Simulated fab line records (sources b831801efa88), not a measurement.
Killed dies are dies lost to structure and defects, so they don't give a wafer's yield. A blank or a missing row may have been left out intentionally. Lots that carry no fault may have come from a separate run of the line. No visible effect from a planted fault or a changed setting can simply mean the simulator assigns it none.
fab line records :: flow gf180mcu :: part 2 of 2: steps 28 to 39 of 39
record
  lots=5
  wafers=15
  lastDay=33
route steps=602 shown V1@340 M2@362
lots that met no fault: taken from a fault-free run of the same line
startH: the number of hours between the record's first day and the start of the first shown wafer of the lot :: waitH: hours from the lot's prior step to this one :: " the same as in the row above :: L1.1+2: a single row standing in for several wafers :: - no value present, or no start provided :: * or withheld: withheld :: < > ~ a bound
route shown NAME@n: a module of which the file shows steps, and the number in the route of the first :: usual: the fault-free wafers' mean and standard deviation :: same: alike in all rows :: chamber/n: place in a boat :: sites: readings site by site :: _std_site: their standard deviation :: _edge_site: outer sites' mean less inner sites' :: radiusMm: for every site, how far away it sits from the centre of the wafer :: mask NAME#n: copy n :: behind: the last tool/chamber to shape the wafer :: hold: the reason the lot was held/the length of the hold in hours/how it ended :: device: transistor that didn't switch, given as n, p or np :: end of line: the tests these same wafers got at the end of their route :: a step without rows: its recipe alone :: killed: count of dies lost to structure and defects at first sort (not the wafer's yield) :: map: per-die view of a wafer (x killed, . not killed, _ where there is no die)
set.NAME: the run value of the setting; set.NAME@STEP: its run value at that earlier step :: model.NAME: the simulator's own value behind a step, which no gauge read
certain route steps with their lots: each step a table, each wafer a row
services: when a tool's chamber went out of use (startH, in hours from the record's first day, below 0 if earlier), for how many hours, and the reason
## steps
# step GF_M2_RS_MEAS_05
# recipe
  thkMeasGauge=four-point-probe
  reads=TiN_of_M2_SPUTTER_04+Ti_of_M2_SPUTTER_03+AlCu_of_M2_SPUTTER_02+TiN_of_M2_SPUTTER_01+Ti_of_M2_SPUTTER_00
# usual
  M2_ALCU_RS=0.0696/0.00091
lot.wafer: L075.2
tool: filmMetro-03
chamber: -
startH: 423.62
waitH: 0.0
M2_ALCU_RS[ohm/sq]: 0.0696

lot.wafer: L075.5
tool: filmMetro-03
chamber: -
startH: 423.62
waitH: 0.0
M2_ALCU_RS[ohm/sq]: 0.0699

lot.wafer: L075.6
tool: filmMetro-03
chamber: -
startH: 423.62
waitH: 0.0
M2_ALCU_RS[ohm/sq]: 0.0696

lot.wafer: L076.2
tool: filmMetro-02
chamber: -
startH: 430.13
waitH: 0.0
M2_ALCU_RS[ohm/sq]: 0.0691

lot.wafer: L076.4
tool: filmMetro-02
chamber: -
startH: 430.13
waitH: 0.0
M2_ALCU_RS[ohm/sq]: 0.0688

lot.wafer: L076.5
tool: filmMetro-02
chamber: -
startH: 430.13
waitH: 0.0
M2_ALCU_RS[ohm/sq]: 0.0683

lot.wafer: L086.1
tool: filmMetro-02
chamber: -
startH: 528.81
waitH: 0.0
M2_ALCU_RS[ohm/sq]: 0.0688

lot.wafer: L086.3
tool: filmMetro-02
chamber: -
startH: 528.81
waitH: 0.0
M2_ALCU_RS[ohm/sq]: 0.0675

lot.wafer: L086.6
tool: filmMetro-02
chamber: -
startH: 528.81
waitH: 0.0
M2_ALCU_RS[ohm/sq]: 0.0672

lot.wafer: L087.3
tool: filmMetro-04
chamber: -
startH: 531.62
waitH: 0.1
M2_ALCU_RS[ohm/sq]: 0.0684

lot.wafer: L087.4
tool: filmMetro-04
chamber: -
startH: 531.62
waitH: 0.1
M2_ALCU_RS[ohm/sq]: 0.0682

lot.wafer: L087.5
tool: filmMetro-04
chamber: -
startH: 531.62
waitH: 0.1
M2_ALCU_RS[ohm/sq]: 0.0686

lot.wafer: L093.2
tool: filmMetro-02
chamber: -
startH: 581.63
waitH: 0.0
M2_ALCU_RS[ohm/sq]: 0.0700

lot.wafer: L093.5
tool: filmMetro-02
chamber: -
startH: 581.63
waitH: 0.0
M2_ALCU_RS[ohm/sq]: 0.0701

lot.wafer: L093.6
tool: filmMetro-02
chamber: -
startH: 581.63
waitH: 0.0
M2_ALCU_RS[ohm/sq]: 0.0691
# step GF_M2_THK_MEAS_06
# recipe
  thkMeasGauge=xrf
  reads=AlCu_of_M2_SPUTTER_02
# usual
  M2_ALCU_THK=451/6
lot.wafer: L075.2
tool: filmMetro-03
chamber: -
startH: 423.73
waitH: 0.1
M2_ALCU_THK[nm]: 453

lot.wafer: L075.5
tool: filmMetro-03
chamber: -
startH: 423.73
waitH: 0.1
M2_ALCU_THK[nm]: 450

lot.wafer: L075.6
tool: filmMetro-03
chamber: -
startH: 423.73
waitH: 0.1
M2_ALCU_THK[nm]: 454

lot.wafer: L076.2
tool: filmMetro-02
chamber: -
startH: 430.24
waitH: 0.1
M2_ALCU_THK[nm]: 455

lot.wafer: L076.4
tool: filmMetro-02
chamber: -
startH: 430.24
waitH: 0.1
M2_ALCU_THK[nm]: 453

lot.wafer: L076.5
tool: filmMetro-02
chamber: -
startH: 430.24
waitH: 0.1
M2_ALCU_THK[nm]: 457

lot.wafer: L086.1
tool: filmMetro-02
chamber: -
startH: 528.93
waitH: 0.1
M2_ALCU_THK[nm]: 454

lot.wafer: L086.3
tool: filmMetro-02
chamber: -
startH: 528.93
waitH: 0.1
M2_ALCU_THK[nm]: 463

lot.wafer: L086.6
tool: filmMetro-02
chamber: -
startH: 528.93
waitH: 0.1
M2_ALCU_THK[nm]: 467

lot.wafer: L087.3
tool: filmMetro-04
chamber: -
startH: 531.72
waitH: 0.1
M2_ALCU_THK[nm]: 462

lot.wafer: L087.4
tool: filmMetro-04
chamber: -
startH: 531.72
waitH: 0.1
M2_ALCU_THK[nm]: 461

lot.wafer: L087.5
tool: filmMetro-04
chamber: -
startH: 531.72
waitH: 0.1
M2_ALCU_THK[nm]: 459

lot.wafer: L093.2
tool: filmMetro-02
chamber: -
startH: 581.74
waitH: 0.1
M2_ALCU_THK[nm]: 447

lot.wafer: L093.5
tool: filmMetro-02
chamber: -
startH: 581.74
waitH: 0.1
M2_ALCU_THK[nm]: 450

lot.wafer: L093.6
tool: filmMetro-02
chamber: -
startH: 581.74
waitH: 0.1
M2_ALCU_THK[nm]: 454
# step GF_M2_DEHYDRATE_07
# recipe
  tempC=200
  timeS=60
lot.wafer: L075.2+5+6
tool: lithoTrack-01
chamber: 0
startH: 434.18
waitH: 10.4

lot.wafer: L076.2+4+5
tool: lithoTrack-02
chamber: 0
startH: 441.71
waitH: 11.5

lot.wafer: L086.1+3+6
tool: lithoTrack-02
chamber: 0
startH: 538.98
waitH: 10.0

lot.wafer: L087.3+4+5
tool: lithoTrack-01
chamber: 0
startH: 542.10
waitH: 10.4

lot.wafer: L093.2+5+6
tool: lithoTrack-04
chamber: 0
startH: 592.12
waitH: 10.4
# step GF_M2_HMDS_08
# recipe
  primeTimeS=60
  primeTempC=120
lot.wafer: L075.2+5+6
tool: lithoTrack-01
chamber: 0
startH: 434.33
waitH: 0.1

lot.wafer: L076.2+4+5
tool: lithoTrack-02
chamber: 0
startH: 441.86
waitH: 0.1

lot.wafer: L086.1+3+6
tool: lithoTrack-02
chamber: 0
startH: 539.13
waitH: 0.1

lot.wafer: L087.3+4+5
tool: lithoTrack-01
chamber: 0
startH: 542.25
waitH: 0.1

lot.wafer: L093.2+5+6
tool: lithoTrack-04
chamber: 0
startH: 592.27
waitH: 0.1
# step GF_M2_COAT_09
# recipe
  resist=KrF
  spinRpm=withheld
  resistThkNm=1000
lot.wafer: L075.2+5+6
tool: lithoTrack-01
chamber: 0
startH: 434.48
waitH: 0.1

lot.wafer: L076.2+4+5
tool: lithoTrack-02
chamber: 0
startH: 442.01
waitH: 0.1

lot.wafer: L086.1+3+6
tool: lithoTrack-02
chamber: 0
startH: 539.28
waitH: 0.1

lot.wafer: L087.3+4+5
tool: lithoTrack-01
chamber: 0
startH: 542.40
waitH: 0.1

lot.wafer: L093.2+5+6
tool: lithoTrack-04
chamber: 0
startH: 592.42
waitH: 0.1
# step GF_M2_SOFTBAKE_10
# recipe
  tempC=130
  timeS=60
  resist=KrF
lot.wafer: L075.2+5+6
tool: lithoTrack-01
chamber: 0
startH: 434.63
waitH: 0.1

lot.wafer: L076.2+4+5
tool: lithoTrack-02
chamber: 0
startH: 442.16
waitH: 0.1

lot.wafer: L086.1+3+6
tool: lithoTrack-02
chamber: 0
startH: 539.43
waitH: 0.1

lot.wafer: L087.3+4+5
tool: lithoTrack-01
chamber: 0
startH: 542.55
waitH: 0.1

lot.wafer: L093.2+5+6
tool: lithoTrack-04
chamber: 0
startH: 592.57
waitH: 0.1
# step GF_M2_EXPOSE_11
# recipe
  maskId=Metal2
  targetCdNm=280
  na=0.68
  sourceShape=conventional
  sigmaOuter=0.6
  doseMj=28.31
# usual
  reticleTempC=23.01/0.12
# same
  na=0.68
lot.wafer: L075.2
tool: krfScanner-01
chamber: 0
startH: -
waitH: -
mask: Metal2#0
reticleTempC: 23.01

lot.wafer: L075.5
tool: krfScanner-01
chamber: 0
startH: -
waitH: -
mask: Metal2#0
reticleTempC: 22.76

lot.wafer: L075.6
tool: krfScanner-01
chamber: 0
startH: -
waitH: -
mask: Metal2#0
reticleTempC: 22.85

lot.wafer: L076.2
tool: krfScanner-02
chamber: 0
startH: -
waitH: -
mask: Metal2#0
reticleTempC: 23.03

lot.wafer: L076.4
tool: krfScanner-02
chamber: 0
startH: -
waitH: -
mask: Metal2#0
reticleTempC: 23.06

lot.wafer: L076.5
tool: krfScanner-02
chamber: 0
startH: -
waitH: -
mask: Metal2#0
reticleTempC: 22.86

lot.wafer: L086.1
tool: krfScanner-02
chamber: 0
startH: -
waitH: -
mask: Metal2#0
reticleTempC: 22.94

lot.wafer: L086.3
tool: krfScanner-02
chamber: 0
startH: -
waitH: -
mask: Metal2#0
reticleTempC: 23.07

lot.wafer: L086.6
tool: krfScanner-02
chamber: 0
startH: -
waitH: -
mask: Metal2#0
reticleTempC: 22.84

lot.wafer: L087.3
tool: krfScanner-01
chamber: 0
startH: -
waitH: -
mask: Metal2#0
reticleTempC: 22.83

lot.wafer: L087.4
tool: krfScanner-01
chamber: 0
startH: -
waitH: -
mask: Metal2#0
reticleTempC: 23.12

lot.wafer: L087.5
tool: krfScanner-01
chamber: 0
startH: -
waitH: -
mask: Metal2#0
reticleTempC: 22.99

lot.wafer: L093.2
tool: krfScanner-02
chamber: 0
startH: -
waitH: -
mask: Metal2#0
reticleTempC: 22.89

lot.wafer: L093.5
tool: krfScanner-02
chamber: 0
startH: -
waitH: -
mask: Metal2#0
reticleTempC: 22.94

lot.wafer: L093.6
tool: krfScanner-02
chamber: 0
startH: -
waitH: -
mask: Metal2#0
reticleTempC: 23.06
# step GF_M2_PEB_12
# recipe
  pebTempC=135
  pebTimeS=90
  resist=KrF
lot.wafer: L075.2+5+6
tool: lithoTrack-04
chamber: 0
startH: -
waitH: -

lot.wafer: L076.2+4+5
tool: lithoTrack-01
chamber: 0
startH: -
waitH: -

lot.wafer: L086.1+3+6
tool: lithoTrack-04
chamber: 0
startH: -
waitH: -

lot.wafer: L087.3+4+5
tool: lithoTrack-04
chamber: 0
startH: -
waitH: -

lot.wafer: L093.2+5+6
tool: lithoTrack-04
chamber: 0
startH: -
waitH: -
# step GF_M2_DEVELOP_13
# recipe
  developTimeS=60
  devTempC=21
lot.wafer: L075.2+5+6
tool: lithoTrack-04
chamber: 0
startH: 446.27
waitH: 0.2

lot.wafer: L076.2+4+5
tool: lithoTrack-01
chamber: 0
startH: 454.68
waitH: 0.2

lot.wafer: L086.1+3+6
tool: lithoTrack-04
chamber: 0
startH: 550.49
waitH: 0.2

lot.wafer: L087.3+4+5
tool: lithoTrack-04
chamber: 0
startH: 553.84
waitH: 0.1

lot.wafer: L093.2+5+6
tool: lithoTrack-04
chamber: 0
startH: 602.82
waitH: 0.2
# step GF_M2_CD_MEAS_14
# recipe
  targetCdNm=280
# usual
  cdNm=280.6/1.5
lot.wafer: L075.2
tool: cdSem-02
chamber: -
startH: 446.42
waitH: 0.1
cdNm: 280.8

lot.wafer: L075.5
tool: cdSem-02
chamber: -
startH: 446.42
waitH: 0.1
cdNm: 281.3

lot.wafer: L075.6
tool: cdSem-02
chamber: -
startH: 446.42
waitH: 0.1
cdNm: 281.5

lot.wafer: L076.2
tool: cdSem-02
chamber: -
startH: 454.82
waitH: 0.1
cdNm: 278.9

lot.wafer: L076.4
tool: cdSem-02
chamber: -
startH: 454.82
waitH: 0.1
cdNm: 278.1

lot.wafer: L076.5
tool: cdSem-02
chamber: -
startH: 454.82
waitH: 0.1
cdNm: 278.8

lot.wafer: L086.1
tool: cdSem-02
chamber: -
startH: 550.64
waitH: 0.1
cdNm: 280.2

lot.wafer: L086.3
tool: cdSem-02
chamber: -
startH: 550.64
waitH: 0.1
cdNm: 280.5

lot.wafer: L086.6
tool: cdSem-02
chamber: -
startH: 550.64
waitH: 0.1
cdNm: 281.2

lot.wafer: L087.3
tool: cdSem-01
chamber: -
startH: 553.98
waitH: 0.1
cdNm: 282.2

lot.wafer: L087.4
tool: cdSem-01
chamber: -
startH: 553.98
waitH: 0.1
cdNm: 280.3

lot.wafer: L087.5
tool: cdSem-01
chamber: -
startH: 553.98
waitH: 0.1
cdNm: 281.6

lot.wafer: L093.2
tool: cdSem-01
chamber: -
startH: 602.96
waitH: 0.1
cdNm: 277.5

lot.wafer: L093.5
tool: cdSem-01
chamber: -
startH: 602.96
waitH: 0.1
cdNm: 278.0

lot.wafer: L093.6
tool: cdSem-01
chamber: -
startH: 602.96
waitH: 0.1
cdNm: 279.4
# step GF_M2_OVL_MEAS_15
# usual
  M2_OVL=8/5.3
lot.wafer: L075.2
tool: overlay-02
chamber: -
startH: 446.52
waitH: 0.1
M2_OVL[nm]: 6

lot.wafer: L075.5
tool: overlay-02
chamber: -
startH: 446.52
waitH: 0.1
M2_OVL[nm]: 12

lot.wafer: L075.6
tool: overlay-02
chamber: -
startH: 446.52
waitH: 0.1
M2_OVL[nm]: 11

lot.wafer: L076.2
tool: overlay-02
chamber: -
startH: 454.93
waitH: 0.1
M2_OVL[nm]: 11

lot.wafer: L076.4
tool: overlay-02
chamber: -
startH: 454.93
waitH: 0.1
M2_OVL[nm]: 5

lot.wafer: L076.5
tool: overlay-02
chamber: -
startH: 454.93
waitH: 0.1
M2_OVL[nm]: 5

lot.wafer: L086.1
tool: overlay-01
chamber: -
startH: 550.76
waitH: 0.1
M2_OVL[nm]: 6

lot.wafer: L086.3
tool: overlay-01
chamber: -
startH: 550.76
waitH: 0.1
M2_OVL[nm]: 9

lot.wafer: L086.6
tool: overlay-01
chamber: -
startH: 550.76
waitH: 0.1
M2_OVL[nm]: 7

lot.wafer: L087.3
tool: overlay-01
chamber: -
startH: 554.08
waitH: 0.1
M2_OVL[nm]: 13

lot.wafer: L087.4
tool: overlay-01
chamber: -
startH: 554.08
waitH: 0.1
M2_OVL[nm]: 13

lot.wafer: L087.5
tool: overlay-01
chamber: -
startH: 554.08
waitH: 0.1
M2_OVL[nm]: 6

lot.wafer: L093.2
tool: overlay-02
chamber: -
startH: 603.07
waitH: 0.1
M2_OVL[nm]: 6

lot.wafer: L093.5
tool: overlay-02
chamber: -
startH: 603.07
waitH: 0.1
M2_OVL[nm]: 7

lot.wafer: L093.6
tool: overlay-02
chamber: -
startH: 603.07
waitH: 0.1
M2_OVL[nm]: 5
# step GF_M2_METAL_ETCH_16
# recipe
  chemistry=Cl2/BCl3
  maskMaterial=KrF
  targetDepthNm=627.5
  stopOn=SiO2
  pressureMtorr=8
  icpW=800
  biasW=140
  Cl2_flow_sccm=80
  bcl3FlowSccm=40
  timeS=104.6
# usual
  drypumpMotorCurrentA=5.61/0.18
  oesProductAu=0.971/0.0075
  throttleValvePct=28.251/0.012
lot.wafer: L075.2
tool: rieMetal-01
chamber: 0
startH: 446.59
waitH: 0.1
drypumpMotorCurrentA: 5.53
oesProductAu: 0.968
rfHoursCounterH: -
throttleValvePct: 28.246

lot.wafer: L075.5
tool: rieMetal-01
chamber: 0
startH: 446.59
waitH: 0.1
drypumpMotorCurrentA: 5.53
oesProductAu: 0.969
rfHoursCounterH: -
throttleValvePct: 28.244

lot.wafer: L075.6
tool: rieMetal-01
chamber: 0
startH: 446.59
waitH: 0.1
drypumpMotorCurrentA: 5.52
oesProductAu: 0.969
rfHoursCounterH: -
throttleValvePct: 28.260

lot.wafer: L076.2
tool: rieMetal-03
chamber: 1
startH: 454.96
waitH: 0.0
drypumpMotorCurrentA: 5.39
oesProductAu: 0.976
rfHoursCounterH: 8
throttleValvePct: 28.245

lot.wafer: L076.4
tool: rieMetal-03
chamber: 1
startH: 454.96
waitH: 0.0
drypumpMotorCurrentA: 5.40
oesProductAu: 0.971
rfHoursCounterH: -
throttleValvePct: 28.250

lot.wafer: L076.5
tool: rieMetal-03
chamber: 0
startH: 454.96
waitH: 0.0
drypumpMotorCurrentA: 5.80
oesProductAu: 0.985
rfHoursCounterH: -
throttleValvePct: 28.235

lot.wafer: L086.1
tool: rieMetal-03
chamber: 1
startH: 550.80
waitH: 0.0
drypumpMotorCurrentA: 5.40
oesProductAu: 0.984
rfHoursCounterH: 10
throttleValvePct: 28.239

lot.wafer: L086.3
tool: rieMetal-03
chamber: 0
startH: 550.80
waitH: 0.0
drypumpMotorCurrentA: 5.80
oesProductAu: 0.984
rfHoursCounterH: -
throttleValvePct: 28.240

lot.wafer: L086.6
tool: rieMetal-03
chamber: 1
startH: 550.80
waitH: 0.0
drypumpMotorCurrentA: 5.40
oesProductAu: 0.984
rfHoursCounterH: -
throttleValvePct: 28.229

lot.wafer: L087.3
tool: rieMetal-04
chamber: 0
startH: 554.14
waitH: 0.1
drypumpMotorCurrentA: 5.47
oesProductAu: 0.974
rfHoursCounterH: -
throttleValvePct: 28.247

lot.wafer: L087.4
tool: rieMetal-04
chamber: 1
startH: 554.14
waitH: 0.1
drypumpMotorCurrentA: 5.84
oesProductAu: 0.981
rfHoursCounterH: -
throttleValvePct: 28.261

lot.wafer: L087.5
tool: rieMetal-04
chamber: 1
startH: 554.14
waitH: 0.1
drypumpMotorCurrentA: 5.83
oesProductAu: 0.984
rfHoursCounterH: -
throttleValvePct: 28.231

lot.wafer: L093.2
tool: rieMetal-04
chamber: 1
startH: 603.10
waitH: 0.0
drypumpMotorCurrentA: 5.82
oesProductAu: 0.965
rfHoursCounterH: 9
throttleValvePct: 28.257

lot.wafer: L093.5
tool: rieMetal-04
chamber: 0
startH: 603.10
waitH: 0.0
drypumpMotorCurrentA: 5.45
oesProductAu: 0.957
rfHoursCounterH: -
throttleValvePct: 28.267

lot.wafer: L093.6
tool: rieMetal-04
chamber: 1
startH: 603.10
waitH: 0.0
drypumpMotorCurrentA: 5.82
oesProductAu: 0.973
rfHoursCounterH: -
throttleValvePct: 28.239
## services
tool: rieDiel-04
chamber: -
startH: 388.04
hours: 15.6
kind: pm

tool: pvdSputter-03
chamber: -
startH: 417.47
hours: 10.6
kind: repair

tool: krfScanner-01
chamber: -
startH: 419.49
hours: 1.0
kind: pm

tool: krfScanner-02
chamber: -
startH: 425.38
hours: 1.0
kind: pm

tool: krfScanner-01
chamber: -
startH: 426.50
hours: 4.0
kind: pm

tool: krfScanner-01
chamber: -
startH: 448.64
hours: 0.8
kind: pm

tool: plasmaAsher-02
chamber: -
startH: 456.09
hours: 0.3
kind: repair

tool: wetBench-04
chamber: -
startH: 465.57
hours: 5.0
kind: repair

tool: rieDiel-02
chamber: 0
startH: 467.54
hours: 2.5
kind: repair

tool: krfScanner-02
chamber: -
startH: 477.13
hours: 0.8
kind: pm

tool: krfScanner-02
chamber: -
startH: 480.11
hours: 4.0
kind: pm

tool: krfScanner-02
chamber: -
startH: 484.13
hours: 1.3
kind: pm

tool: rieDiel-04
chamber: 1
startH: 485.03
hours: 6.0
kind: repair

tool: plasmaAsher-02
chamber: -
startH: 486.93
hours: 18.6
kind: pm

tool: plasmaAsher-02
chamber: -
startH: 515.60
hours: 1.2
kind: repair

tool: rieDiel-04
chamber: 2
startH: 516.65
hours: 9.3
kind: repair

tool: rieDiel-04
chamber: 1
startH: 518.79
hours: 5.5
kind: repair

tool: krfScanner-02
chamber: -
startH: 522.13
hours: 0.5
kind: repair

tool: krfScanner-01
chamber: -
startH: 537.55
hours: 1.3
kind: pm

tool: pvdSputter-04
chamber: -
startH: 566.72
hours: 5.2
kind: repair

tool: pvdSputter-03
chamber: -
startH: 586.59
hours: 6.1
kind: repair

tool: krfScanner-01
chamber: -
startH: 588.49
hours: 1.0
kind: pm

tool: krfScanner-01
chamber: -
startH: 591.09
hours: 0.4
kind: repair

tool: krfScanner-01
chamber: -
startH: 595.65
hours: 1.7
kind: repair
